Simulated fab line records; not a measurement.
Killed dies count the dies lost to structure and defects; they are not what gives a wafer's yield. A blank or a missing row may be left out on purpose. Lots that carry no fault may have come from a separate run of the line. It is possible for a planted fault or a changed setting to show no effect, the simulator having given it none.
fab line records	flow sky130
record lots=12	wafers=36	last-day=51
route steps=708 shown SPACER@306 SD_P@327 LI_CONTACT@371 PAD_OPEN@708
lots with no fault: from the same line, run without faults
start-h: hours from the record's opening day to when the first of the lot's shown wafers began	wait-h: hours since the lot's step before	" identical to the entry in the row above	L1.1+2: one row covering several wafers at once	- no value present, or no start provided	* or withheld: withheld	< > ~ a bound
route shown NAME@n: a module of which the file shows steps, and the number in the route of the first	usual: mean/standard deviation taken from wafers without a fault	same: alike in all rows	chamber/n: place in a boat	sites: readings site by site	_std_site: standard deviation across them	_edge_site: inner sites' mean taken away from outer sites' mean	radius-mm: for every site, how far away it sits from the centre of the wafer	mask NAME#n: copy n	behind: the most recent tool/chamber to have shaped the wafer	hold: reason for holding the lot/hours on hold/outcome of the hold	device: transistor that didn't switch, given as n, p or np	end of line: the same wafers' tests at the end of the route	a step without rows: its recipe alone	killed: dies lost to structure and defects at the first sort, not the wafer's yield	map: a wafer's dies, x killed, . not, _ none there
set.NAME: the setting as run; set.NAME@STEP: as run at that earlier step	model.NAME: the simulator's own value behind a step, which no gauge read
a sample of lots followed through the steps of the route, with each step as a table and each wafer as a row
services: from which hour (start-h, from the record's first day; less than 0 if before it) a tool's chamber was out of use, for how many hours, and why
## steps
# step SKY_SPACER_ETCHBACK_02
# recipe chemistry=CH3F/O2	target=Si3N4	stop-on=SiO2	source-w=400	bias-w=80	pressure-mtorr=25	ch3f-flow-sccm=40	O2_flow_sccm=30	time-s=46.7	target-depth-a=450
# usual drypump-motor-current-A=5.6/0.42	oes-product-au=0.857/0.0053	throttle-valve-pct=10.563/0.0081
lot.wafer	tool	chamber	start-h	wait-h	drypump-motor-current-A	oes-product-au	rf-hours-counter-h	throttle-valve-pct
L281.1	rie-diel-03	3	520.78	0.1	5.1	0.860	16	10.571
L281.2	"	1	"	"	5.2	0.873	4	10.565
L281.3	"	0	"	"	5.5	0.862	18	10.563
L282.2	rie-diel-03	0	558.71	0.0	5.4	0.854	19	10.555
L282.3	"	3	"	"	5.1	0.853	17	10.575
L282.6	"	0	"	"	5.4	0.854	-	10.548
L283.1	rie-diel-04	1	558.71	0.1	6.0	0.856	9	10.572
L283.5	"	1	"	"	6.0	0.852	-	10.570
L283.6	"	0	"	"	5.4	0.855	-	10.553
L287.3	rie-diel-03	3	573.58	0.0	5.1	0.853	17	10.552
L287.5	"	2	"	"	5.6	0.855	-	10.572
L287.6	"	0	"	"	5.5	0.858	-	10.558
L289.2	rie-diel-03	3	602.08	0.0	5.1	0.866	17	10.558
L289.4	"	0	"	"	5.5	0.867	20	10.561
L289.5	"	1	"	"	5.2	0.846	-	10.568
L294.3	rie-diel-04	2	644.26	0.0	5.6	0.850	3	10.574
L294.4	"	3	"	"	6.6	0.855	40	10.557
L294.6	"	2	"	"	5.6	0.852	-	10.558
L295.1	rie-diel-03	2	644.26	0.1	5.6	0.854	2	10.566
L295.3	"	1	"	"	5.2	0.861	6	10.573
L295.6	"	0	"	"	5.5	0.868	-	10.552
L300.1	rie-diel-03	1	690.65	0.1	5.2	0.857	8	10.566
L300.2	"	3	"	"	5.1	0.857	19	10.566
L300.3	"	2	"	"	5.7	0.857	3	10.554
L301.1	rie-diel-04	1	704.42	0.1	5.9	0.855	11	10.557
L301.2	"	3	"	"	6.6	0.856	41	10.564
L301.3	"	0	"	"	5.4	0.855	5	10.575
L302.1	rie-diel-02	0	724.69	0.1	5.9	0.858	47	10.554
L302.3	"	2	"	"	5.7	0.860	5	10.577
L302.6	"	0	"	"	5.9	0.861	-	10.577
L304.1	rie-diel-04	1	741.72	0.1	6.0	0.862	12	10.561
L304.2	"	3	"	"	6.6	0.853	42	10.569
L304.4	"	3	"	"	6.6	0.854	-	10.559
L303.1	rie-diel-03	1	743.98	0.1	5.2	0.859	9	10.561
L303.3	"	2	"	"	5.6	0.852	5	10.560
L303.4	"	3	"	"	5.1	0.858	20	10.576
# step SKY_SD_P_CD_MEAS_07
# recipe target-cd-nm=380
# usual cd-nm=380.3/2.5
lot.wafer	tool	chamber	start-h	wait-h	cd-nm
L281.1	cd-sem-02	-	581.42	0.1	382.3
L281.2	"	-	"	"	382.7
L281.3	"	-	"	"	385.2
L282.2	cd-sem-02	-	618.39	0.1	384.1
L282.3	"	-	"	"	380.9
L282.6	"	-	"	"	382.4
L283.1	cd-sem-01	-	618.48	0.2	381.4
L283.5	"	-	"	"	379.9
L283.6	"	-	"	"	383.3
L287.3	cd-sem-01	-	633.62	0.2	378.6
L287.5	"	-	"	"	380.4
L287.6	"	-	"	"	379.8
L289.2	cd-sem-02	-	659.43	0.1	380.6
L289.4	"	-	"	"	381.1
L289.5	"	-	"	"	382.0
L294.3	cd-sem-02	-	700.25	0.1	378.2
L294.4	"	-	"	"	378.1
L294.6	"	-	"	"	376.8
L295.1	cd-sem-01	-	700.27	0.1	378.1
L295.3	"	-	"	"	378.8
L295.6	"	-	"	"	376.9
L300.1	cd-sem-02	-	746.37	0.1	379.0
L300.2	"	-	"	"	379.8
L300.3	"	-	"	"	381.3
L301.1	cd-sem-01	-	759.16	0.1	383.3
L301.2	"	-	"	"	381.4
L301.3	"	-	"	"	383.2
L302.1	cd-sem-01	-	777.77	0.1	380.4
L302.3	"	-	"	"	380.6
L302.6	"	-	"	"	378.8
L304.1	cd-sem-02	-	794.06	0.1	377.3
L304.2	"	-	"	"	381.3
L304.4	"	-	"	"	380.1
L303.1	cd-sem-02	-	797.36	0.1	380.1
L303.3	"	-	"	"	379.9
L303.4	"	-	"	"	379.4
# step SKY_LI_CONTACT_EXPOSE_09
# recipe mask-id=LICM1	na=0.8	source-shape=annular	sigma-inner=0.55	sigma-outer=0.85	target-cd-nm=170	dose-mj=38
# usual stage-vel-mm-s=499.95/0.26
lot.wafer	tool	chamber	start-h	wait-h	mask	stage-vel-mm-s
L281.1	krf-scanner-02	0	656.21	-	LICM1#0	500.00
L281.2	"	0	"	"	LICM1#0	500.17
L281.3	"	0	"	"	LICM1#0	500.31
L282.2	krf-scanner-02	0	691.28	-	LICM1#0	499.84
L282.3	"	0	"	"	LICM1#0	500.07
L282.6	"	0	"	"	LICM1#0	499.97
L283.1	krf-scanner-01	0	691.63	-	LICM1#0	500.00
L283.5	"	0	"	"	LICM1#0	500.14
L283.6	"	0	"	"	LICM1#0	500.12
L287.3	krf-scanner-02	0	706.80	-	LICM1#0	499.90
L287.5	"	0	"	"	LICM1#0	500.10
L287.6	"	0	"	"	LICM1#0	499.86
L289.2	krf-scanner-01	0	731.55	-	LICM1#0	499.74
L289.4	"	0	"	"	LICM1#0	499.90
L289.5	"	0	"	"	LICM1#0	499.49
L294.3	krf-scanner-02	0	769.69	-	LICM1_R1#0	500.01
L294.4	"	0	"	"	LICM1_R1#0	499.82
L294.6	"	0	"	"	LICM1_R1#0	500.10
L295.1	krf-scanner-02	0	770.19	-	LICM1#0	500.20
L295.3	"	0	"	"	LICM1#0	500.13
L295.6	"	0	"	"	LICM1#0	499.77
L300.1	krf-scanner-02	0	814.85	-	LICM1#0	499.80
L300.2	"	0	"	"	LICM1#0	499.87
L300.3	"	0	"	"	LICM1#0	499.62
L301.1	krf-scanner-02	0	828.31	-	LICM1#0	499.68
L301.2	"	0	"	"	LICM1#0	499.67
L301.3	"	0	"	"	LICM1#0	499.75
L302.1	krf-scanner-02	0	845.56	-	LICM1#0	499.80
L302.3	"	0	"	"	LICM1#0	500.27
L302.6	"	0	"	"	LICM1#0	500.04
L304.1	krf-scanner-02	0	862.46	-	LICM1#0	500.28
L304.2	"	0	"	"	LICM1#0	499.97
L304.4	"	0	"	"	LICM1#0	499.75
L303.1	krf-scanner-02	0	864.54	-	LICM1#0	499.54
L303.3	"	0	"	"	LICM1#0	499.73
L303.4	"	0	"	"	LICM1#0	500.11
# step SKY_LI_CONTACT_CD_MEAS_12
# recipe target-cd-nm=170
# usual cd-nm=170.5/1.7
lot.wafer	tool	chamber	start-h	wait-h	cd-nm
L281.1	cd-sem-01	-	670.16	-	169.5
L281.2	"	-	"	"	170.9
L281.3	"	-	"	"	167.7
L282.2	cd-sem-01	-	704.78	-	170.4
L282.3	"	-	"	"	170.3
L282.6	"	-	"	"	169.4
L283.1	cd-sem-01	-	705.41	-	169.5
L283.5	"	-	"	"	169.4
L283.6	"	-	"	"	169.9
L287.3	cd-sem-01	-	720.60	-	171.2
L287.5	"	-	"	"	172.2
L287.6	"	-	"	"	169.7
L289.2	cd-sem-02	-	745.08	-	170.8
L289.4	"	-	"	"	170.5
L289.5	"	-	"	"	170.6
L294.3	cd-sem-02	-	782.45	-	137.6
L294.4	"	-	"	"	138.9
L294.6	"	-	"	"	139.0
L295.1	cd-sem-01	-	783.56	-	172.4
L295.3	"	-	"	"	173.0
L295.6	"	-	"	"	172.5
L300.1	cd-sem-01	-	827.76	-	169.1
L300.2	"	-	"	"	168.9
L300.3	"	-	"	"	169.5
L301.1	cd-sem-02	-	841.56	-	168.6
L301.2	"	-	"	"	169.5
L301.3	"	-	"	"	168.3
L302.1	cd-sem-01	-	858.16	-	171.2
L302.3	"	-	"	"	172.8
L302.6	"	-	"	"	171.4
L304.1	cd-sem-02	-	875.31	-	169.4
L304.2	"	-	"	"	169.3
L304.4	"	-	"	"	169.4
L303.1	cd-sem-01	-	877.16	-	168.4
L303.3	"	-	"	"	169.2
L303.4	"	-	"	"	168.2
# step SKY_LI_CONTACT_ETCH_15
# recipe target=PSG	chemistry=C4F8/O2/Ar	stop-on=Si	taper-deg=4.15	mask-material=KrF-thick	source-w=1500	bias-w=1200	pressure-mtorr=40	c4f8-flow-sccm=withheld	O2_flow_sccm=6	Ar_flow_sccm=300	time-s=withheld	target-depth-a=6000
# usual oes-product-au=0.836/0.0047
lot.wafer	tool	chamber	start-h	wait-h	oes-product-au
L281.1	rie-diel-02	0	670.35	0.0	0.841
L281.2	"	3	"	"	0.836
L281.3	"	1	"	"	0.833
L282.2	rie-diel-01	1	704.96	0.0	0.834
L282.3	"	2	"	"	0.841
L282.6	"	2	"	"	0.843
L283.1	rie-diel-02	0	705.60	0.0	0.829
L283.5	"	0	"	"	0.838
L283.6	"	1	"	"	0.849
L287.3	rie-diel-01	3	720.75	0.0	0.833
L287.5	"	0	"	"	0.834
L287.6	"	3	"	"	0.833
L289.2	rie-diel-02	3	745.26	0.0	0.835
L289.4	"	3	"	"	0.829
L289.5	"	2	"	"	0.833
L294.3	rie-diel-02	0	782.61	0.0	0.840
L294.4	"	2	"	"	0.831
L294.6	"	3	"	"	0.835
L295.1	rie-diel-04	2	783.76	0.0	0.838
L295.3	"	1	"	"	0.834
L295.6	"	2	"	"	0.832
L300.1	rie-diel-04	2	827.96	0.0	0.830
L300.2	"	3	"	"	0.837
L300.3	"	0	"	"	0.842
L301.1	rie-diel-02	1	841.76	0.0	0.824
L301.2	"	3	"	"	0.844
L301.3	"	0	"	"	0.835
L302.1	rie-diel-02	2	858.36	0.0	0.836
L302.3	"	0	"	"	0.836
L302.6	"	2	"	"	0.835
L304.1	rie-diel-04	3	875.51	0.0	0.844
L304.2	"	0	"	"	0.838
L304.4	"	1	"	"	0.840
L303.1	rie-diel-01	2	877.36	0.0	0.841
L303.3	"	1	"	"	0.839
L303.4	"	0	"	"	0.838
# step SKY_PAD_OPEN_PROBE_99
# usual killed_at_M0_to_M3=44/6.8	killed_at_M4_up=2.9/1.9	killed-at-contacts=24/5.2	killed-at-front-end=16/4.1	killed-at-other=0.4/0.74	killed-dies=88/9.1	killed-on-rim=17/4	killed-open=48/7.2	killed-short=39/5.6
# same gross-dies=492	killed-at-back-side=0
lot.wafer	tool	chamber	start-h	wait-h	killed_at_M0_to_M3	killed_at_M4_up	killed-at-contacts	killed-at-front-end	killed-at-other	killed-dies	killed-on-rim	killed-open	killed-short
L287.3	prober-02	-	1108.29	0.2	45	1	20	14	1	81	18	47	33
L287.5	prober-02	-	1108.39	0.2	42	3	31	16	0	92	21	53	39
L287.6	prober-02	-	1108.44	0.2	50	2	17	18	0	87	15	56	31
L289.2	prober-02	-	1129.49	0.1	48	3	25	17	0	93	22	42	50
L289.4	prober-02	-	1129.59	0.2	42	4	21	16	0	83	18	46	34
L289.5	prober-02	-	1129.64	0.2	45	2	24	17	0	88	14	50	38
L294.3	prober-01	-	1152.89	0.2	32	8	289	15	0	344	92	56	33
L294.4	prober-01	-	1152.94	0.2	49	1	243	15	0	308	91	55	34
L294.6	prober-01	-	1153.04	0.2	38	3	268	14	0	323	93	35	41
L295.1	prober-02	-	1153.34	0.1	55	1	26	15	0	97	16	48	46
L295.3	prober-02	-	1153.44	0.2	44	5	27	19	0	95	23	52	42
L295.6	prober-02	-	1153.59	0.2	40	4	28	15	0	87	15	43	43
L304.1	prober-01	-	1215.97	0.1	45	3	21	14	0	83	17	49	34
L304.2	prober-01	-	1216.02	0.1	38	3	21	16	0	78	13	46	32
L304.4	prober-01	-	1216.12	0.2	41	2	26	17	0	86	22	47	39
L303.1	prober-02	-	1217.47	0.1	46	2	22	16	0	86	14	48	38
L303.3	prober-02	-	1217.57	0.2	38	6	26	14	0	84	25	45	39
L303.4	prober-02	-	1217.62	0.2	49	1	27	17	0	94	18	57	36
# killed by level:class
L287.3 VIA1:geometric-particle:open=14 CONTACT:geometric-particle:open=7 LI_CONTACT:geometric-particle:open=6 VIA1:geometric-particle:short=6 VIA2:geometric-particle:open=5 VIA2:geometric-particle:short=4 LOCAL_INTERCONNECT:geometric-particle:short=4 METAL2:geometric-particle:open=3
L287.5 CONTACT:geometric-particle:open=16 VIA1:geometric-particle:open=14 LOCAL_INTERCONNECT:geometric-particle:short=5 VIA3:geometric-particle:short=5 FIELD_ISO:geometric-particle:short=4 FIELD_ISO:geometric-particle:open=4 POLY_GATE:geometric-particle:open=4 METAL2:geometric-particle:short=4
L287.6 VIA1:geometric-particle:open=13 VIA2:geometric-particle:open=11 FIELD_ISO:geometric-particle:open=8 VIA3:geometric-particle:open=7 FIELD_ISO:geometric-particle:short=5 LI_CONTACT:geometric-particle:open=5 CONTACT:geometric-particle:open=5 VIA3:geometric-particle:short=4
L289.2 VIA1:geometric-particle:open=10 CONTACT:geometric-particle:open=8 METAL2:geometric-particle:short=8 FIELD_ISO:geometric-particle:short=6 LI_CONTACT:geometric-particle:open=6 METAL1:geometric-particle:short=6 VIA3:geometric-particle:short=5 LOCAL_INTERCONNECT:geometric-particle:short=4
L289.4 VIA1:geometric-particle:open=14 CONTACT:geometric-particle:open=9 VIA3:geometric-particle:open=8 CONTACT:geometric-particle:short=7 VIA2:geometric-particle:open=5 VIA1:geometric-particle:short=4 FIELD_ISO:geometric-particle:short=3 SD_P:coat-microbubble-printed=3
L289.5 LI_CONTACT:geometric-particle:open=10 VIA2:geometric-particle:open=8 CONTACT:geometric-particle:open=7 FIELD_ISO:geometric-particle:short=6 VIA1:geometric-particle:open=6 METAL2:geometric-particle:short=6 METAL2:geometric-particle:open=5 POLY_GATE:geometric-particle:open=4
L294.3 LI_CONTACT:area-expose=255 CONTACT:geometric-particle:open=14 LI_CONTACT:geometric-particle:open=10 VIA1:geometric-particle:open=9 FIELD_ISO:geometric-particle:open=6 VIA2:geometric-particle:open=6 CONTACT:geometric-particle:short=5 VIA1:geometric-particle:short=5
L294.4 LI_CONTACT:area-expose=219 VIA3:geometric-particle:open=10 CONTACT:geometric-particle:open=9 VIA1:geometric-particle:open=9 METAL2:geometric-particle:short=8 METAL1:geometric-particle:short=8 VIA2:geometric-particle:open=7 FIELD_ISO:geometric-particle:open=6
L294.6 LI_CONTACT:area-expose=247 VIA1:geometric-particle:open=9 CONTACT:geometric-particle:open=8 POLY_GATE:geometric-particle:open=7 VIA1:geometric-particle:short=7 LOCAL_INTERCONNECT:geometric-particle:short=6 METAL1:geometric-particle:short=5 VIA2:geometric-particle:short=5
L295.1 VIA1:geometric-particle:open=10 METAL2:geometric-particle:short=10 VIA2:geometric-particle:open=7 LOCAL_INTERCONNECT:geometric-particle:short=6 CONTACT:geometric-particle:short=6 POLY_GATE:geometric-particle:short=5 LI_CONTACT:geometric-particle:open=5 CONTACT:geometric-particle:open=5
L295.3 VIA1:geometric-particle:open=8 LI_CONTACT:geometric-particle:open=7 CONTACT:geometric-particle:short=7 CONTACT:geometric-particle:open=7 METAL1:geometric-particle:short=7 VIA2:geometric-particle:open=7 VIA3:geometric-particle:open=7 LOCAL_INTERCONNECT:geometric-particle:short=5
L295.6 CONTACT:geometric-particle:open=13 METAL2:geometric-particle:short=7 VIA3:geometric-particle:open=7 FIELD_ISO:geometric-particle:short=5 LI_CONTACT:geometric-particle:short=5 VIA1:geometric-particle:short=5 VIA1:geometric-particle:open=5 LOCAL_INTERCONNECT:geometric-particle:short=4
L304.1 VIA1:geometric-particle:open=10 VIA3:geometric-particle:open=9 LI_CONTACT:geometric-particle:open=8 METAL1:geometric-particle:short=6 CONTACT:geometric-particle:short=5 FIELD_ISO:geometric-particle:open=4 POLY_GATE:geometric-particle:open=4 LI_CONTACT:geometric-particle:short=4
L304.2 VIA3:geometric-particle:open=10 CONTACT:geometric-particle:open=8 LI_CONTACT:geometric-particle:open=7 VIA1:geometric-particle:open=7 FIELD_ISO:geometric-particle:short=6 VIA1:geometric-particle:short=5 FIELD_ISO:geometric-particle:open=4 METAL1:geometric-particle:short=4
L304.4 CONTACT:geometric-particle:open=11 VIA3:geometric-particle:open=8 METAL2:geometric-particle:short=7 VIA2:geometric-particle:open=6 FIELD_ISO:geometric-particle:open=5 LI_CONTACT:geometric-particle:open=5 METAL1:geometric-particle:short=5 FIELD_ISO:geometric-particle:short=4
L303.1 VIA1:geometric-particle:open=11 CONTACT:geometric-particle:open=8 METAL1:geometric-particle:short=6 METAL3:geometric-particle:short=5 LI_CONTACT:geometric-particle:open=5 VIA2:geometric-particle:open=5 LOCAL_INTERCONNECT:geometric-particle:short=5 FIELD_ISO:geometric-particle:open=4
L303.3 CONTACT:geometric-particle:open=9 METAL2:geometric-particle:short=9 VIA1:geometric-particle:open=8 FIELD_ISO:geometric-particle:open=6 VIA1:geometric-particle:short=6 LI_CONTACT:geometric-particle:short=6 VIA3:geometric-particle:open=6 POLY_GATE:geometric-particle:open=5
L303.4 CONTACT:geometric-particle:open=16 VIA1:geometric-particle:open=10 METAL1:geometric-particle:short=9 LI_CONTACT:geometric-particle:open=7 VIA2:geometric-particle:open=6 VIA1:geometric-particle:short=5 METAL3:geometric-particle:short=4 FIELD_ISO:geometric-particle:open=3
## services
tool	chamber	start-h	hours	kind
rie-diel-03	2	500.49	11.0	repair
rie-diel-02	-	510.12	0.2	repair
rie-diel-03	3	511.68	1.7	repair
krf-scanner-02	-	528.29	0.8	pm
krf-scanner-02	-	535.21	1.0	pm
rie-diel-02	-	545.07	10.5	repair
krf-scanner-02	-	568.98	0.6	repair
rie-diel-03	1	571.21	10.0	repair
krf-scanner-02	-	595.12	1.3	pm
rie-diel-03	-	598.55	2.8	pm
rie-diel-02	3	599.38	13.3	repair
rie-diel-03	0	602.15	2.0	repair
rie-diel-03	3	614.73	10.0	repair
krf-scanner-02	-	619.35	1.8	repair
rie-diel-02	-	655.58	0.3	repair
rie-diel-04	1	676.47	2.1	repair
krf-scanner-02	-	678.92	3.6	pm
rie-diel-03	1	679.71	2.7	repair
rie-diel-02	-	689.08	0.9	repair
krf-scanner-02	-	697.09	0.8	pm
krf-scanner-02	-	704.21	1.0	pm
krf-scanner-02	-	723.01	1.7	repair
krf-scanner-02	-	771.92	1.3	pm
krf-scanner-02	-	802.45	0.5	repair
## key
first-sign step=SKY_LI_CONTACT_EXPOSE_09	reading=mask	direction=changed
effect step=SKY_LI_CONTACT_CD_MEAS_12	reading=cd-nm	direction=down	sigmas=18	usual=170.5	struck=138.5
effect step=SKY_PAD_OPEN_PROBE_99	reading=killed-at-contacts	direction=up	sigmas=46	usual=24	struck=267
more-kills-born-at SKY_LI_CONTACT_EXPOSE_09@krf-scanner-02=721
met-at SKY_LI_CONTACT_EXPOSE_09
struck-lots L294
later-rows-left-out L294.3,L294.6
tester-left-out L294
not-acting-at SKY_SPACER_ETCHBACK_02,SKY_SD_P_CD_MEAS_07,SKY_LI_CONTACT_ETCH_15
onset-between 706.80 769.69
fault kind=wrong-mask	tool=any	chamber=-	onset-h=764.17	steps=SKY_LI_CONTACT_EXPOSE_09	aux-copy=LICM1_R1#0	cd-offset-nm=-34	scope=struck-lots-only
# tester-left-out: of these lots the tester's yield and bins aren't shown, on N5 and GAA mostly nor the transistor test; their killed dies are dies lost to structure and defects alone, not to doping, threshold or leakage, so they don't give the yield
# later-rows-left-out: the simulator's readings of these wafers behind a module that went badly wrong aren't trusted and aren't shown, but for the sort
